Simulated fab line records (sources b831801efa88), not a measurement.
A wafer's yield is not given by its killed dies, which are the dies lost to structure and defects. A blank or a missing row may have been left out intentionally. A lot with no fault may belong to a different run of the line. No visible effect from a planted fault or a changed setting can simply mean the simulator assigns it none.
A struck lot beside a sound one | flow sky130 | 41 out of 708 route steps
Sound: wafers L159.1, L159.3, L159.6. The struck wafers were L169.1, L169.2, L169.3. The cause is named last.
Order at every step that has rows: each side's tool, ch and its chambers, its first start. Under that, the readings that differ: sound wafers | struck wafers | difference of the means | sigmas: that difference in standard deviations of wafers without a fault.
alike: same words and numbers on both sides, and readings whose means sit less than 2 such deviations apart. not compared: any withheld reading, any reading some wafer has no value for, any bound like >300 that may hide the same value, and any number with overlapping values for which the record gives no deviation.
The two part at a step that has a row with sigmas, a row that says differs or no value, or rows on one side only. Numbers that don't overlap but have no deviation are shown without sigmas and don't part them. A reading missing from all wafers of one side parts the sides only when that side holds two or more wafers.

first, 1 step without rows for these wafers: SKY_METAL1_DEVELOP_14 (develop time 60 s).
SKY_METAL1_CD_MEAS_15: target cd 140 nm.
  sound on cd_sem-01 at day 32 09:44; struck on cd_sem-01 at day 36 07:32
  alike: cd_nm
SKY_METAL1_OVL_MEAS_16:
  sound on overlay-02 at day 32 09:52; struck on overlay-02 at day 36 07:40
  alike: METAL1_OVL
then, 2 steps without rows for these wafers: SKY_METAL1_DESCUM_17 (chemistry O2, time 8 s); SKY_METAL1_ETCH_18 (etches BARC in N2/H2, stops on SiO2, time 45.9 s, target depth 60 nm).
SKY_METAL1_METAL_ETCH_19: etches the open film in Cl2/BCl3, stops on SiO2, target depth 360 nm, time 78 s.
  sound on rie_metal-04 ch 0,1, day 32 09:59; struck on rie_metal-03 ch 0,1, day 36 07:48
  alike: drypump_motor_current_A, oes_product_au, throttle_valve_pct
  not compared: rf_hours_counter_h
then, 5 steps without rows for these wafers: SKY_METAL1_STRIP_20 (strips in O2/N2); SKY_METAL1_STRIP_21 (strips in post etch residue remover, time 1200 s); SKY_METAL1_CLEAN_22 (cleans in IPA, time 180 s); SKY_METAL1_CLEAN_23 (cleans in O3/DIW); SKY_VIA1_HDPCVD_00 (deposits SiO2, target thk 1030 nm, time 171.7 s).
SKY_VIA1_THK_MEAS_01:
  sound on film_metro-01 at day 32 10:49; struck on film_metro-03 at day 36 08:40
  alike: VIA1_HDPCVD_THK
SKY_VIA1_CMP_02: polishes SiO2.
  sound on cmp-01 ch 0,3, day 32 10:53; struck on cmp-01 ch 0,1,2, day 36 08:43
  reading                                  | sound           | struck            | difference | sigmas
  model.SiO2_of_VIA1_HDPCVD_00.thk_nm (nm) | 345.4 343.8 344 | 377.5 378.3 378.5 | +33.7      |
  alike: motor_current_A
SKY_VIA1_BOW_MEAS_03:
  sound on film_metro-02 at day 32 11:11; struck on film_metro-02 at day 36 09:01
  alike: VIA1_BOW
then, 8 steps without rows for these wafers: SKY_VIA1_DEHYDRATE_04 (time 60 s); SKY_VIA1_HMDS_05 (prime time 60 s); SKY_VIA1_COAT_06 (resist thk 60 nm); SKY_VIA1_COAT_07 (resist thk 450 nm); SKY_VIA1_SOFTBAKE_08 (time 90 s); SKY_VIA1_EXPOSE_09 (exposes mask VIM, target cd 150 nm); SKY_VIA1_PEB_10; SKY_VIA1_DEVELOP_11 (develop time 60 s).
SKY_VIA1_CD_MEAS_12: target cd 150 nm.
  sound on cd_sem-01 at day 33 13:17; struck on cd_sem-02 at day 37 11:26
  alike: cd_nm
SKY_VIA1_OVL_MEAS_13:
  sound on overlay-02 at day 33 13:24; struck on overlay-01 at day 37 11:33
  alike: VIA1_OVL
then, 1 step without rows for these wafers: SKY_VIA1_ETCH_14 (etches BARC in N2/H2, stops on SiO2, time 45.9 s, target depth 60 nm).
SKY_VIA1_ETCH_15: etches SiO2 in C4F8/O2/Ar, stops on TiN, target depth 351 nm, time 54 s.
  sound on rie_diel-03 ch 0,1, day 33 13:29; struck on rie_diel-01 ch 0,1,3, day 37 11:38
  reading                          | sound           | struck            | difference | sigmas
  model.etch.depth_nm (nm)         | 345.4 343.8 344 | 346.1 348.2 351.1 | +4.1       |
  model.VIA1.feature_depth_nm (nm) | 345.4 343.8 344 | 346.1 348.2 351.1 | +4.1       |
  alike: oes_product_au
  not compared: rf_hours_counter_h
then, 5 steps without rows for these wafers: SKY_VIA1_STRIP_16 (strips in O2/N2); SKY_VIA1_STRIP_17 (strips in post etch residue remover, time 1200 s); SKY_VIA1_CLEAN_18 (cleans in IPA, time 180 s); SKY_VIA1_CLEAN_19 (cleans in O3/DIW); SKY_VIA1_SPUTTER_20 (material TiN, target thk 20 nm, time 80 s).
SKY_VIA1_CVD_21: deposits W, target thk 270 nm, time 80.902 s.
  sound on cvd_w-02 ch 0,1, day 33 14:11; struck on cvd_w-02 ch 0,1, day 37 12:20
  alike: heater_power_w
SKY_VIA1_CMP_24: polishes, stops on SiO2, t overpolish 15 s, target thk 0 nm.
  sound on cmp-02 ch 1,2, day 33 14:31; struck on cmp-02 ch 1,2,3, day 37 12:37
  reading                                  | sound             | struck            | difference | sigmas
  model.SiO2_of_VIA1_HDPCVD_00.thk_nm (nm) | 342.2 340.6 340.8 | 374.3 375.1 375.4 | +33.7      |
  alike: motor_current_A
then, 1 step without rows for these wafers: SKY_METAL2_SPUTTER_00 (material Ti, target thk 15 nm, time 10 s).
SKY_METAL2_SPUTTER_01: material TiN, target thk 20 nm, time 16.7 s.
  sound on pvd_sputter-01 at day 33 14:47; struck on pvd_sputter-01 at day 37 12:56
  alike: chamber_pressure_pa, throttle_valve_pct
SKY_METAL2_SPUTTER_02: material AlCu, target thk 250 nm, time 13.3 s.
  sound on pvd_sputter-01 at day 33 14:49; struck on pvd_sputter-01 at day 37 12:58
  alike: chamber_pressure_pa, throttle_valve_pct
SKY_METAL2_SPUTTER_03: material Ti, target thk 5 nm, time 3.3 s.
  sound on pvd_sputter-01 at day 33 14:50; struck on pvd_sputter-01 at day 37 12:59
  alike: chamber_pressure_pa, throttle_valve_pct
then, 1 step without rows for these wafers: SKY_METAL2_SPUTTER_04 (material TiN, target thk 70 nm, time 58.3 s).
SKY_METAL2_RS_MEAS_05: the measuring method here is four-point-probe.
  sound on film_metro-02 at day 33 14:54; struck on film_metro-01 at day 37 13:04
  alike: METAL2_ALCU_RS
SKY_METAL2_THK_MEAS_06: measures by xrf.
  sound on film_metro-02 at day 33 15:01; struck on film_metro-01 at day 37 13:11
  alike: METAL2_ALCU_THK
-- the record jumps here: 11 days lie between the struck wafers' starts before and after (it left off in module METAL2 and takes up again in module PAD_OPEN, whose first step shown is number 708 of the route) --
SKY_PAD_OPEN_PROBE_99:
  sound on prober-01 at day 45 08:13; struck on prober-02 at day 48 14:26
  reading                  | sound          | struck         | difference | sigmas
  defect_limited_yield (%) | 83.3 80.7 86.2 | 33.7 39.2 61.6 | -38.6      | -20
  killed_at_M0_to_M3       | 44 55 34       | 285 252 151    | +185       | +29
  killed_dies              | 82 95 68       | 326 299 189    | +190       | +21
  killed_on_rim            | 16 20 17       | 38 30 67       | +27        | +7
  alike: killed_at_M4_up, killed_at_contacts, killed_at_front_end, killed_at_other, killed_open, killed_short

== WHERE THEY PART ==
At SKY_PAD_OPEN_PROBE_99 and nowhere else, as far as this record goes.

WHY: what the simulator had put in
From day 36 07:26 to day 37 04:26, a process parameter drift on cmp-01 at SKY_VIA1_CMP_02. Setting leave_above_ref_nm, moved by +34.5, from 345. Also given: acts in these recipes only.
